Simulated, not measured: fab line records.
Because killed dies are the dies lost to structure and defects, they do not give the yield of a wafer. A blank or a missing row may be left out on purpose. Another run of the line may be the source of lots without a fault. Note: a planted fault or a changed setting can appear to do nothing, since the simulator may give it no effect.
Which tool did it? ; flow sky130 ; 36 wafers from 12 lots sampled at 5 of the route's 708 steps

WHAT EACH GAUGE READ, for each wafer
Not one reading of a measure or inspect step in the record can be checked against a usual standard deviation.

TOOL THAT RAN EACH LOT (tool first, then ch and the chambers of the sampled wafers, then the start)
lot;SKY_METAL2_SPUTTER_03;SKY_VIA3_SPUTTER_20;SKY_METAL4_EXPOSE_10;SKY_METAL5_SPUTTER_00;SKY_PAD_OPEN_PROBE_99
L294;pvd_sputter-04, day 34 07:27;pvd_sputter-03, day 39 23:53;krf_scanner-01 ch 0, day 41 13:46;pvd_sputter-03, day 43 04:52;prober-02, day 46 02:40
L295;pvd_sputter-02, day 34 15:59;pvd_sputter-02, day 40 07:21;krf_scanner-01 ch 0, day 41 20:46;pvd_sputter-03, day 43 11:24;prober-01, day 46 08:16
L296;pvd_sputter-04, day 35 01:23;pvd_sputter-04, day 40 16:48;krf_scanner-02 ch 0, day 42 07:29;pvd_sputter-04, day 43 20:00;prober-02, day 46 17:04
L297;pvd_sputter-02, day 35 17:36;pvd_sputter-03, day 41 07:32;krf_scanner-02 ch 0, day 42 20:27;pvd_sputter-04, day 44 10:23;prober-01, day 47 05:52
L298;pvd_sputter-02, day 36 02:05;pvd_sputter-04, day 41 14:47;krf_scanner-02 ch 0, day 43 05:09;pvd_sputter-03, day 44 17:39;prober-02, day 47 11:53
L299;pvd_sputter-02, day 36 06:51;pvd_sputter-04, day 41 19:15;krf_scanner-01 ch 0, day 43 08:35;pvd_sputter-02, day 44 20:57;prober-01, day 47 14:20
L300;pvd_sputter-03, day 36 21:46;pvd_sputter-02, day 42 08:51;krf_scanner-01 ch 0, day 43 21:27;pvd_sputter-02, day 45 09:51;prober-02, day 48 02:55
L301;pvd_sputter-02, day 37 06:16;pvd_sputter-03, day 42 15:52;krf_scanner-02 ch 0, day 44 05:02;pvd_sputter-02, day 45 16:49;prober-01, day 48 09:59
L302;pvd_sputter-04, day 37 12:40;pvd_sputter-03, day 42 23:10;krf_scanner-02 ch 0, day 44 10:25;pvd_sputter-04, day 45 21:38;prober-02, day 48 14:28
L304;pvd_sputter-02, day 37 17:58;pvd_sputter-04, day 43 03:22;krf_scanner-02 ch 0, day 44 15:08;pvd_sputter-02, day 46 03:05;prober-02, day 48 19:45
L307;pvd_sputter-04, day 38 19:57;pvd_sputter-03, day 44 00:28;krf_scanner-02 ch 0, day 45 11:57;pvd_sputter-02, day 46 21:43;prober-01, day 49 11:04
L309;pvd_sputter-03, day 39 03:07;pvd_sputter-02, day 44 08:35;krf_scanner-02 ch 0, day 45 18:41;pvd_sputter-04, day 47 05:05;prober-02, day 49 18:40
- SKY_METAL2_SPUTTER_03: material Ti, target thk 5 nm, time 3.3 s.
- SKY_VIA3_SPUTTER_20: material TiN, target thk 20 nm, time 80 s.
- SKY_METAL4_EXPOSE_10: exposes mask MM4, target cd 300 nm.
- SKY_METAL5_SPUTTER_00: material Ti, target thk 15 nm, time 10 s.
- SKY_PAD_OPEN_PROBE_99

WHAT THE TOOLS THEMSELVES READ (means of the sampled wafers that have a number; where no wafer has one, the mark that the record gives instead)
SKY_METAL2_SPUTTER_03. Usual: throttle_valve_pct at 30.4 %, with a standard deviation of 1.3.
lot;tool;throttle_valve_pct (%);flag
L294;pvd_sputter-04;30.0;
L295;pvd_sputter-02;31.0;
L296;pvd_sputter-04;29.9;
L297;pvd_sputter-02;30.3;
L298;pvd_sputter-02;30.9;
L299;pvd_sputter-02;30.8;
L300;pvd_sputter-03;30.1;
L301;pvd_sputter-02;31.9;
L302;pvd_sputter-04;29.9;
L304;pvd_sputter-02;29.2;
L307;pvd_sputter-04;30.1;
L309;pvd_sputter-03;29.7;

SKY_VIA3_SPUTTER_20. Usual: throttle_valve_pct at 30.3 %, with a standard deviation of 1.4.
lot;tool;throttle_valve_pct (%);flag
L294;pvd_sputter-03;29.9;
L295;pvd_sputter-02;30.7;
L296;pvd_sputter-04;30.1;
L297;pvd_sputter-03;29.1;
L298;pvd_sputter-04;29.6;
L299;pvd_sputter-04;29.6;
L300;pvd_sputter-02;30.9;
L301;pvd_sputter-03;30.1;
L302;pvd_sputter-03;30.3;
L304;pvd_sputter-04;30.1;
L307;pvd_sputter-03;29.8;
L309;pvd_sputter-02;30.2;

SKY_METAL4_EXPOSE_10. Usual: exposure_dose_mJ_cm2 27.95, standard deviation 0.034; reticle_temp_C 22.99 C, standard deviation 0.11.
lot;tool;exposure_dose_mJ_cm2;reticle_temp_C (C);flag
L294;krf_scanner-01;27.96;23.07;
L295;krf_scanner-01;27.91;22.93;
L296;krf_scanner-02;27.94;23.04;
L297;krf_scanner-02;27.94;23.00;
L298;krf_scanner-02;27.99;22.93;
L299;krf_scanner-01;27.97;23.04;
L300;krf_scanner-01;27.95;22.94;
L301;krf_scanner-02;27.96;22.89;
L302;krf_scanner-02;28.00;22.91;
L304;krf_scanner-02;27.54;23.14;OFF
L307;krf_scanner-02;27.61;22.95;OFF
L309;krf_scanner-02;27.61;22.91;OFF

SKY_METAL5_SPUTTER_00. Usual: throttle_valve_pct at 30.5 %, with a standard deviation of 1.4.
lot;tool;throttle_valve_pct (%);flag
L294;pvd_sputter-03;29.7;
L295;pvd_sputter-03;29.8;
L296;pvd_sputter-04;30.1;
L297;pvd_sputter-04;29.8;
L298;pvd_sputter-03;29.8;
L299;pvd_sputter-02;31.1;
L300;pvd_sputter-02;32.3;
L301;pvd_sputter-02;31.4;
L302;pvd_sputter-04;30.5;
L304;pvd_sputter-02;31.8;
L307;pvd_sputter-02;31.7;
L309;pvd_sputter-04;30.2;

SKY_PAD_OPEN_PROBE_99. Usual: defect_limited_yield 82.7 %, standard deviation 1.9; killed_at_M0_to_M3 43, standard deviation 7.1; killed_at_M4_up 3.2, standard deviation 1.9; killed_at_contacts 23, standard deviation 5.1; killed_at_front_end 15, standard deviation 4.5; killed_at_other 0.4, standard deviation 0.65; killed_dies 85, standard deviation 9.4; killed_open 47, standard deviation 6.8; killed_short 38, standard deviation 6.1; sort_bin_3_pad_short 0.8 %, standard deviation 0.38; sort_bin_5_function 10.3 %, standard deviation 1.5; sort_bin_6_memory 6.2 %, standard deviation 1.1; sort_n_pass 407, standard deviation 9.4; sort_yield_pct 82.7 %, standard deviation 1.9.
lot;tool;defect_limited_yield (%);killed_at_M0_to_M3;killed_at_M4_up;killed_at_contacts;killed_at_front_end;killed_at_other;killed_dies;killed_open;killed_short;sort_bin_3_pad_short (%);sort_bin_5_function (%);sort_bin_6_memory (%);sort_n_pass;sort_yield_pct (%);flag
L294;prober-02;82.1;47;2.7;23;16;0.0;88;48;40;0.9;10.6;6.5;404;82.1;
L295;prober-01;83.2;39;2.3;25;14;1.7;82;42;39;0.6;9.7;6.4;410;83.2;
L296;prober-02;82.2;45;5.0;22;15;0.7;88;50;37;1.1;10.1;6.6;404;82.2;
L297;prober-01;82.6;42;3.3;25;15;0.0;85;51;34;0.5;10.7;6.2;407;82.6;
L298;prober-02;82.8;42;2.3;25;15;1.0;85;43;41;1.4;10.0;5.8;407;82.8;
L299;prober-01;81.2;51;3.7;18;19;1.0;92;46;44;0.7;11.1;7.0;400;81.2;
L300;prober-02;80.4;50;2.7;28;16;0.3;96;51;45;1.0;11.6;7.0;396;80.4;
L301;prober-01;80.2;48;2.7;28;19;0.3;97;56;41;0.9;13.3;5.6;395;80.2;
L302;prober-02;82.6;46;3.0;24;12;0.7;85;48;37;0.9;10.3;6.2;407;82.6;
L304;prober-02;83.6;44;3.7;20;14;0.0;81;45;35;0.8;10.0;5.6;411;83.6;
L307;prober-01;82.9;39;3.0;25;16;0.7;84;47;38;0.4;10.5;6.2;408;82.9;
L309;prober-02;82.8;45;3.3;24;12;0.3;85;46;38;0.6;9.9;6.6;407;82.8;

THE ANSWER, worked out from the rows above alone
Rule: lot off if the mean of its wafers having a number is beyond 3 standard deviations from the usual mean. Also off: a lot with no number at a reading for which 4 or more lots have one. Where the step has rows for the other lots, those lots are counted as sound. First the gauges in route order, then the tools' own readings, where a lot's mean is used as printed above. At the first step where some lot is off, the reading lying furthest off is the one used; lots without a number count as furthest.
Off: L304, L307, L309 (SKY_METAL4_EXPOSE_10, exposure_dose_mJ_cm2).
A tool fits if, at that step or a process step before it, it ran every lot that is off, and no sound lot after the first of them. One candidate fits, namely krf_scanner-02 at SKY_METAL4_EXPOSE_10. A fault onset in the window from L302 (day 44 10:25, its last sound lot) to L304 (day 44 15:08, its first lot off) fits.
On the lots that are off, the tool's own readings at SKY_METAL4_EXPOSE_10 differ by more than 5 times the standard deviation of the sound lots' means, which bears it out; exposure_dose_mJ_cm2 reads 27.59 there versus 27.96 on the sound lots.

WHAT THE SIMULATOR HAD PUT IN
Process parameters drifting: krf_scanner-02 at SKY_METAL4_EXPOSE_10, beginning at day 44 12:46. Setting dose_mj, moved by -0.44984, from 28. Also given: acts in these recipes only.
Shown lots that were struck: L304, L307, L309. The rule above found the same.
